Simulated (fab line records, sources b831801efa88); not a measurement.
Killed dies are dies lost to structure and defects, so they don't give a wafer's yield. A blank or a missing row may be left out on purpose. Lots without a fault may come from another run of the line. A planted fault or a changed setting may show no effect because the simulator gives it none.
A struck lot beside a sound one | flow sky130 | 31 steps out of a route of 708
Sound: wafers L977.1, L977.4, L977.6. Struck: wafers L982.2, L982.5. (L982.3 of the same lot was not struck and is left out.) The cause comes at the end.
At each step with rows: each side's tool, then ch and its chambers, then its first start. Under that, the readings that differ: sound wafers | struck wafers | difference of the means | sigmas: that difference in standard deviations of wafers without a fault.
alike: readings whose means differ by less than 2 such deviations, and words and numbers that are the same on both sides. not compared: withheld readings, readings that some wafer has no value for, bounds like >300 that may hide the same value, and numbers for which the record gives no deviation and whose values overlap.
The two part at a step that has a row with sigmas, a row that says differs or no value, or rows on one side only. Numbers that don't overlap but have no deviation are shown without sigmas and don't part them. A reading that every wafer of one side lacks parts them only if that side has two wafers or more.

SKY_LI_CONTACT_OVL_MEAS_13:
  sound on overlay-02, day 32 05:02; struck on overlay-01, day 33 18:50
  alike: LI_CONTACT_OVL
SKY_LI_CONTACT_ETCH_14: etches BARC in N2/H2, stops on SiO2, time 45.9 s, target depth 60 nm.
  sound on rie_diel-03 ch 0,2,3, day 32 05:04; struck on rie_diel-01 ch 0,3, day 33 18:52
  alike: drypump_motor_current_A, oes_product_au, rf_fwd_power_W, throttle_valve_pct
  not compared: rf_hours_counter_h
then, 4 steps without rows for these wafers: SKY_LI_CONTACT_ETCH_15 (etches PSG in C4F8/O2/Ar, stops on Si, target depth 600 nm); SKY_LI_CONTACT_STRIP_16 (strips in O2/N2); SKY_LI_CONTACT_CLEAN_17 (cleans in NMP, time 600 s); SKY_LI_CONTACT_PRE_CLEAN_18 (time 5.6 s).
SKY_LI_CONTACT_SPUTTER_19: material Ti, target thk 20 nm, time 106.37 s.
  sound on pvd_sputter-03, day 32 05:30; struck on pvd_sputter-04, day 33 19:21
  alike: cathode_dc_power_W, throttle_valve_pct
SKY_LI_CONTACT_SPUTTER_20: material TiN, target thk 20 nm, time 80 s.
  sound on pvd_sputter-03, day 32 05:35; struck on pvd_sputter-04, day 33 19:26
  alike: cathode_dc_power_W, throttle_valve_pct
then, 1 step without rows for these wafers: SKY_LI_CONTACT_CVD_21 (deposits W, target thk 400 nm, time 120.56 s).
SKY_LI_CONTACT_RS_MEAS_22: measures by four-point-probe.
  sound on film_metro-03, day 32 05:46; struck on film_metro-02, day 33 19:38
  alike: LI_CONTACT_W_RS
SKY_LI_CONTACT_THK_MEAS_23: measures by xrf.
  sound on film_metro-03, day 32 05:53; struck on film_metro-02, day 33 19:44
  alike: LI_CONTACT_W_THK
SKY_LI_CONTACT_CMP_24: polishes, stops on PSG, t overpolish 20 s, target thk 0 nm.
  sound on cmp-01 ch 0,1,3, day 32 05:59; struck on cmp-02 ch 1,3, day 33 19:47
  alike: motor_current_A, overpolish_run_s, slurry_flow_ml_min, time_to_endpoint_s
SKY_LOCAL_INTERCONNECT_SPUTTER_00: material TiN, target thk 100 nm, time 83.3 s.
  sound on pvd_sputter-02, day 32 06:14; struck on pvd_sputter-01, day 33 20:05
  reading                                                | sound                | struck        | difference | sigmas
  cathode_dc_power_W (W)                                 | 6500.3 6499.8 6500.6 | 6903.4 6902.2 | +402.6     | +99 or more
  model.TiN_of_LOCAL_INTERCONNECT_SPUTTER_00.thk_nm (nm) | 101 99.6 99.83       | 106.6 107     | +6.7       |
  alike: throttle_valve_pct
SKY_LOCAL_INTERCONNECT_RS_MEAS_01: measures by four-point-probe.
  sound on film_metro-01, day 32 06:19; struck on film_metro-01, day 33 20:11
  reading                            | sound             | struck      | difference | sigmas
  LOCAL_INTERCONNECT_TIN_RS (ohm/sq) | 14.01 14.23 14.20 | 13.27 13.23 | -0.90      | -5
SKY_LOCAL_INTERCONNECT_THK_MEAS_02: measures by xrf.
  sound on film_metro-01, day 32 06:26; struck on film_metro-01, day 33 20:17
  reading                         | sound          | struck      | difference | sigmas
  LOCAL_INTERCONNECT_TIN_THK (nm) | 98.7 97.2 96.9 | 104.0 104.1 | +6.4       | +5
then, 8 steps without rows for these wafers: SKY_LOCAL_INTERCONNECT_DEHYDRATE_03 (time 60 s); SKY_LOCAL_INTERCONNECT_HMDS_04 (prime time 60 s); SKY_LOCAL_INTERCONNECT_COAT_05 (resist thk 60 nm); SKY_LOCAL_INTERCONNECT_COAT_06 (resist thk 450 nm); SKY_LOCAL_INTERCONNECT_SOFTBAKE_07 (time 90 s); SKY_LOCAL_INTERCONNECT_EXPOSE_08 (exposes mask LI1M, target cd 170 nm); SKY_LOCAL_INTERCONNECT_PEB_09; SKY_LOCAL_INTERCONNECT_DEVELOP_10 (develop time 60 s).
SKY_LOCAL_INTERCONNECT_CD_MEAS_11: target cd 170 nm.
  sound on cd_sem-01, day 33 09:17; struck on cd_sem-02, day 34 23:08
  alike: cd_nm
SKY_LOCAL_INTERCONNECT_OVL_MEAS_12:
  sound on overlay-01, day 33 09:25; struck on overlay-01, day 34 23:15
  alike: LOCAL_INTERCONNECT_OVL
SKY_LOCAL_INTERCONNECT_ETCH_13: etches BARC in N2/H2, stops on SiO2, time 45.9 s, target depth 60 nm.
  sound on rie_metal-02 ch 0,1, day 33 09:26; struck on rie_metal-02 ch 0,1, day 34 23:17
  alike: drypump_motor_current_A, oes_product_au, rf_fwd_power_W, throttle_valve_pct
  not compared: rf_hours_counter_h
SKY_LOCAL_INTERCONNECT_METAL_ETCH_14: etches TiN in Cl2/BCl3, stops on PSG, target depth 110 nm, time 31.4 s.
  sound on rie_metal-02 ch 0,1, day 33 09:31; struck on rie_metal-02 ch 0,1, day 34 23:20
  reading               | sound             | struck      | difference | sigmas
  oes_product_au (a.u.) | 0.948 0.943 0.936 | 0.977 0.980 | +0.036     | +5
  alike: drypump_motor_current_A, rf_fwd_power_W, throttle_valve_pct
  not compared: rf_hours_counter_h
then, 1 step without rows for these wafers: SKY_LOCAL_INTERCONNECT_STRIP_15 (strips in O2/N2).
SKY_LOCAL_INTERCONNECT_STRIP_16: strips in post etch residue remover, time 1200 s.
  sound on wet_bench-03 ch 0, day 33 09:40; struck on wet_bench-01 ch 3, day 34 23:29
  reading                                                | sound            | struck      | difference | sigmas
  model.TiN_of_LOCAL_INTERCONNECT_SPUTTER_00.thk_nm (nm) | 100.6 99.17 99.4 | 106.2 106.5 | +6.6       |
then, 1 step without rows for these wafers: SKY_LOCAL_INTERCONNECT_CLEAN_17 (cleans in IPA, time 180 s).
-- the record jumps here: 14 days lie between the struck wafers' starts before and after (it left off in module LOCAL_INTERCONNECT and takes up again in module PAD_OPEN, whose first step shown is number 708 of the route) --
SKY_PAD_OPEN_PROBE_99:
  sound on prober-01, day 47 23:59; struck on prober-02, day 49 04:17
  reading                        | sound             | struck      | difference | sigmas
  model.etest.res_li.line_ohm_um | 73.98 74.52 74.71 | 69.42 69.12 | -5.13      |
  model.etest.res_li.rs_ohm_sq   | 12.71 12.87 12.83 | 12.01 11.99 | -0.80      |

WHERE THEY PART
First at SKY_LOCAL_INTERCONNECT_SPUTTER_00; last, within this record, at SKY_LOCAL_INTERCONNECT_METAL_ETCH_14.

WHY: what the simulator had put in
Process parameter drift: pvd_sputter-01, from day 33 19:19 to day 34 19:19, at SKY_LOCAL_INTERCONNECT_SPUTTER_00. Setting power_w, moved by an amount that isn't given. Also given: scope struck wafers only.
